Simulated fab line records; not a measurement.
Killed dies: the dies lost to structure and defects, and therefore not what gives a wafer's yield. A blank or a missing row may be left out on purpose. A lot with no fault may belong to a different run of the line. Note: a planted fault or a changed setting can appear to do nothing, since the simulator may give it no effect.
A lot that was struck, set against a sound lot ; flow sky130 ; 46 out of 708 route steps
Sound: these wafers, L722.1, L722.2, L722.5. Wafers L728.1, L728.3, L728.6 were the ones struck. Last of all comes the cause.
Order at every step that has rows: each side's tool, ch and its chambers, its first start. Under that, the readings that differ: sound wafers ; struck wafers ; difference of the means ; sigmas: that difference in standard deviations of wafers without a fault.
alike: a reading whose means differ by less than 2 such deviations, as well as words and numbers matching on both sides. not compared: withheld readings; readings where some wafer has no value; bounds like >300 that might hide an equal value; numbers whose values overlap and for which the record gives no deviation.
A row with sigmas, a row that says differs or no value, or rows on one side alone: a step with any of these is where the two part. Non-overlapping numbers with no deviation appear without sigmas and do not part them. A reading missing from all wafers of one side parts the sides only when that side holds two or more wafers.

first, 8 steps without rows for these wafers: SKY_LDD_N_IMPLANT_08; SKY_LDD_N_IMPLANT_09; SKY_LDD_N_IMPLANT_10; SKY_LDD_N_IMPLANT_11; SKY_LDD_N_IMPLANT_12; SKY_LDD_N_IMPLANT_13; SKY_LDD_N_IMPLANT_14; SKY_LDD_N_IMPLANT_15.
SKY_LDD_N_STRIP_16: strips in O2/N2.
  sound on plasma_asher-03 ch 0,1, day 20 00:43; struck on plasma_asher-04 ch 0, day 22 07:04
  alike: drypump_motor_current_A, oes_product_au, strip_time_to_endpoint_s
  not compared: rf_hours_counter_h
SKY_LDD_N_TW_MEAS_17:
  sound: film_metro-01 at day 20 00:49; struck: film_metro-02 at day 22 07:10
  alike: LDD_N_TW
then, 2 steps without rows for these wafers: SKY_LDD_P_DEHYDRATE_00 (time 60 s); SKY_LDD_P_HMDS_01 (prime time 60 s).
SKY_LDD_P_COAT_02: resist thk 1140 nm.
  struck on litho_track-02, day 22 21:56; sound on litho_track-01 ch 0, day 20 15:38
  no value came back on the struck wafers for chill_plate_temp_C (C), dispense_pressure_kPa (kPa), resist_line_temp_C (C); on the sound wafers chill_plate_temp_C (C) reads 22.82 22.80 22.95
then, 4 steps without rows for these wafers: SKY_LDD_P_SOFTBAKE_03 (time 60 s); SKY_LDD_P_EXPOSE_04 (exposes mask PSDM, target cd 380 nm); SKY_LDD_P_PEB_05; SKY_LDD_P_DEVELOP_06 (develop time 60 s).
SKY_LDD_P_CD_MEAS_07 targets a cd of 380 nm.
  sound: cd_sem-02 at day 21 06:34; struck: cd_sem-01 at day 23 13:20
reading;sound;struck;difference;sigmas
cd_nm (nm);378.4 378.9 378.2;- - -;no value on the struck wafers;
SKY_LDD_P_OVL_MEAS_08:
  sound: overlay-02 at day 21 06:41; struck: overlay-02 at day 23 13:28
reading;sound;struck;difference;sigmas
LDD_P_OVL (nm);-2.6 -2.6 -2.0;- - -;no value on the struck wafers;
then, 1 step without rows for these wafers: SKY_LDD_P_IMPLANT_09.
SKY_LDD_P_STRIP_10: strips in O2/N2.
  sound on plasma_asher-04 ch 0,1, day 21 06:52; struck on plasma_asher-04 ch 0, day 23 13:39
  no value came back on the struck wafers for oes_product_au (a.u.), strip_time_to_endpoint_s (s); on the sound wafers oes_product_au (a.u.) reads 0.706 0.710 0.710
  alike: drypump_motor_current_A
  not compared: rf_hours_counter_h
SKY_LDD_P_TW_MEAS_11:
  sound: film_metro-02 at day 21 06:58; struck: film_metro-03 at day 23 13:45
  alike: LDD_P_TW
then, 7 steps without rows for these wafers: SKY_LDD_HVN_DEHYDRATE_00 (time 60 s); SKY_LDD_HVN_HMDS_01 (prime time 60 s); SKY_LDD_HVN_COAT_02 (resist thk 300 nm); SKY_LDD_HVN_SOFTBAKE_03 (time 60 s); SKY_LDD_HVN_EXPOSE_04 (exposes mask HVNTM, target cd 700 nm); SKY_LDD_HVN_PEB_05; SKY_LDD_HVN_DEVELOP_06 (develop time 60 s).
SKY_LDD_HVN_OVL_MEAS_07:
  sound: overlay-01 at day 22 13:04; struck: overlay-01 at day 24 19:34
  alike: LDD_HVN_OVL
then, 1 step without rows for these wafers: SKY_LDD_HVN_IMPLANT_08.
SKY_LDD_HVN_STRIP_09: strips in O2/N2.
  sound on plasma_asher-01 ch 0,1, day 22 13:16; struck on plasma_asher-01 ch 0, day 24 19:45
  alike: drypump_motor_current_A, oes_product_au, strip_time_to_endpoint_s
  not compared: rf_hours_counter_h
SKY_LDD_HVN_TW_MEAS_10:
  sound: film_metro-01 at day 22 13:22; struck: film_metro-03 at day 24 19:51
reading;sound;struck;difference;sigmas
LDD_HVN_TW;1435 1447 1438;1474 1472 1473;+33;+5
then, 7 steps without rows for these wafers: SKY_LDD_HVP_DEHYDRATE_00 (time 60 s); SKY_LDD_HVP_HMDS_01 (prime time 60 s); SKY_LDD_HVP_COAT_02 (resist thk 300 nm); SKY_LDD_HVP_SOFTBAKE_03 (time 60 s); SKY_LDD_HVP_EXPOSE_04 (exposes mask HVPTM, target cd 700 nm); SKY_LDD_HVP_PEB_05; SKY_LDD_HVP_DEVELOP_06 (develop time 60 s).
SKY_LDD_HVP_OVL_MEAS_07:
  sound: overlay-02 at day 23 19:20; struck: overlay-02 at day 26 00:08
  alike: LDD_HVP_OVL
then, 1 step without rows for these wafers: SKY_LDD_HVP_IMPLANT_08.
SKY_LDD_HVP_TW_MEAS_10:
  sound: film_metro-02 at day 23 19:37; struck: film_metro-03 at day 26 00:26
reading;sound;struck;difference;sigmas
LDD_HVP_TW;456.7 459.9 459.5;701.3 696.0 697.1;+239.4;+99 or more
SKY_LDD_LDN_TW_MEAS_13:
  sound: film_metro-04 at day 25 01:52; struck: film_metro-01 at day 27 05:49
reading;sound;struck;difference;sigmas
LDD_LDN_TW;1485 1489 1493;1508 1513 1501;+18;+3
-- the record jumps here: 4 days lie between the struck wafers' starts before and after (it left off in module LDD_LDN and takes up again in module RES_XHIGH, whose first step shown is number 341 of the route) --
SKY_RES_XHIGH_TW_MEAS_09:
  sound: film_metro-04 at day 28 18:32; struck: film_metro-03 at day 30 22:20
reading;sound;struck;difference;sigmas
RES_XHIGH_TW;1645 1638 1648;1669 1673 1671;+27;+4
-- the record jumps here: 18 days lie between the struck wafers' starts before and after (it left off in module RES_XHIGH and takes up again in module PAD_OPEN, whose first step shown is number 708 of the route) --
SKY_PAD_OPEN_PROBE_99:
  sound: prober-01 at day 47 10:38; struck: prober-01 at day 48 22:50
reading;sound;struck;difference;sigmas
killed_at_front_end;12 17 14;425 419 431;+411;+98
killed_dies;81 92 82;492 492 492;+407;+48
killed_on_rim;17 18 18;96 96 96;+78;+24
  alike: killed_at_M0_to_M3, killed_at_M4_up, killed_at_contacts, killed_at_other, killed_open, killed_short

## WHERE THEY PART
At SKY_LDD_P_COAT_02 first; at SKY_PAD_OPEN_PROBE_99 last (within this record only).

WHY: the cause the simulator had injected
Step skipped in full: litho_track-02, at SKY_LDD_P_COAT_02, from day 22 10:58 onward. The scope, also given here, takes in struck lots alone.
